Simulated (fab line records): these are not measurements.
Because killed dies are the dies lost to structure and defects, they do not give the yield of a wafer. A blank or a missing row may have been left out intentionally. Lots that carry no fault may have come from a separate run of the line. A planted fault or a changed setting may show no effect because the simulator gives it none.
Struck lot and sound lot, side by side :: flow sky130 :: 15 steps out of a route of 708
Sound: wafers L919.1, L919.2, L919.6. Struck: wafers L932.4, L932.6 (left out: L932.1, a lot-mate that was not struck); the cause follows at the end.
Per side, at each step with rows, come the tool, then ch with its chambers, and then its first start. Under that, the readings that differ: sound wafers :: struck wafers :: difference of the means :: sigmas: that difference in standard deviations of wafers without a fault.
alike: same words and numbers on both sides, and readings whose means sit less than 2 such deviations apart. not compared: any withheld reading, any reading some wafer has no value for, any bound like >300 that may hide the same value, and any number with overlapping values for which the record gives no deviation.
The two part at a step that has a row with sigmas, a row that says differs or no value, or rows on one side only. Numbers that have no deviation but don't overlap get no sigmas and don't part them. Lack of a reading on every wafer of one side parts them only where that side has two or more wafers.

first, 8 steps without rows for these wafers: SKY_FIELD_ISO_DEHYDRATE_05 (time 60 s); SKY_FIELD_ISO_HMDS_06 (prime time 60 s); SKY_FIELD_ISO_COAT_07 (resist thk 60 nm); SKY_FIELD_ISO_COAT_08 (resist thk 450 nm); SKY_FIELD_ISO_SOFTBAKE_09 (time 90 s); SKY_FIELD_ISO_EXPOSE_10 (exposes mask FOM, target cd 150 nm); SKY_FIELD_ISO_PEB_11; SKY_FIELD_ISO_DEVELOP_12 (develop time 60 s).
SKY_FIELD_ISO_CD_MEAS_13: the cd target is 150 nm.
  sound: cd-sem-02 at day 2 22:47; struck: cd-sem-01 at day 5 16:19
  alike: cd-nm
SKY_FIELD_ISO_ETCH_14: etches BARC in N2/H2, stops on SiO2, time 45.9 s, target depth 60 nm.
  sound on rie-diel-02 ch 1,3, day 2 22:55; struck on rie-diel-02 ch 1,2, day 5 16:26
  alike: drypump-motor-current-A, oes-product-au, run-length-s, throttle-valve-pct
  not compared: rf-hours-counter-h
SKY_FIELD_ISO_ETCH_15: etches the open film in CHF3/O2, stops on Si, target depth 180 nm, time 72 s.
  sound on rie-diel-02 ch 1,3, day 2 22:57; struck on rie-diel-02 ch 1,2, day 5 16:29
reading: oes-product-au (a.u.)
sound: 0.939 0.943 0.934
struck: 0.955 0.952
difference: +0.015
sigmas: +2
  alike: drypump-motor-current-A, run-length-s, throttle-valve-pct
  not compared: rf-hours-counter-h
SKY_FIELD_ISO_STRIP_16: strips in O2/N2.
  sound on plasma-asher-04 ch 0,1, day 2 23:01; struck on plasma-asher-04 ch 0,1, day 5 16:32
  alike: drypump-motor-current-A, oes-product-au, strip-time-to-endpoint-s
  not compared: rf-hours-counter-h
SKY_FIELD_ISO_ETCH_17: etches Si in HBr/Cl2/O2, target depth 342 nm, time 97.7 s.
  sound on rie-si-02 ch 1,3, day 2 23:07; struck on rie-si-02 ch 1,3, day 5 16:38
reading: run-length-s (s)
sound: 126.5 125.7 125.9
struck: 112.5 111.7
difference: -13.9
sigmas: -30

reading: model.FIELD_ISO.feature-depth-nm (nm)
sound: 358.3 346.2 345.7
struck: 305.3 293.2
difference: -50.8
sigmas: 

reading: model.etch.depth-nm (nm)
sound: 358.3 346.2 345.7
struck: 305.3 293.2
difference: -50.8
sigmas: 
  alike: drypump-motor-current-A, oes-product-au, throttle-valve-pct
  not compared: rf-hours-counter-h
then, 1 step without rows for these wafers: SKY_FIELD_ISO_WET_ETCH_18 (etches Si3N4 in H3PO4, target depth 25 nm, time 286 s).
-- record jumps: 44 days separate the struck wafers' starts on either side; left off in module FIELD_ISO, taken up again in module PAD_OPEN, whose first shown step is the route's number 708 --
SKY_PAD_OPEN_PROBE_99:
  sound: prober-01 at day 47 02:38; struck: prober-02 at day 49 10:56
reading: model.etest.res_p_drift_20v.line-ohm-um
sound: 1.303e+04 1.188e+04 1.193e+04
struck: 9451 9206
difference: -2952
sigmas: 

reading: model.etest.res_p_drift_20v.rs-ohm-sq
sound: 1.083e+04 1.016e+04 9969
struck: 7985 7616
difference: -2519
sigmas: 

reading: model.etest.pfet_16v.r-on-ohm-um
sound: 1.569e+04 1.527e+04 1.529e+04
struck: 1.378e+04 1.349e+04
difference: -1.782e+03
sigmas: 

reading: model.etest.res-iso-pwell.rs-ohm-sq
sound: 3271 3020 2942
struck: 2482 2303
difference: -685
sigmas: 

reading: model.etest.res-iso-pwell.line-ohm-um
sound: 1236 1151 1120
struck: 940.6 873.5
difference: -262.0
sigmas: 

reading: model.etest.res-nwell.line-ohm-um
sound: 1233 1187 1182
struck: 1008 956.7
difference: -218
sigmas: 

reading: model.etest.res-nwell.rs-ohm-sq
sound: 1030 985.4 983.1
struck: 822.7 792
difference: -192.1
sigmas: 

reading: model.etest.res-nwell.width-nm (nm)
sound: 832.9 827.6 832.2
struck: 825.8 826.4
difference: -4.8
sigmas: 
  alike: killed_at_M0_to_M3, killed_at_M4_up, killed-at-contacts, killed-at-front-end, killed-at-other, killed-dies, killed-open, killed-short

## WHERE THEY PART
First at SKY_FIELD_ISO_ETCH_15; last, within this record, at SKY_FIELD_ISO_ETCH_17. Later steps at which nothing parts them and some readings are alike: SKY_PAD_OPEN_PROBE_99.

WHY: what had been put in by the simulator
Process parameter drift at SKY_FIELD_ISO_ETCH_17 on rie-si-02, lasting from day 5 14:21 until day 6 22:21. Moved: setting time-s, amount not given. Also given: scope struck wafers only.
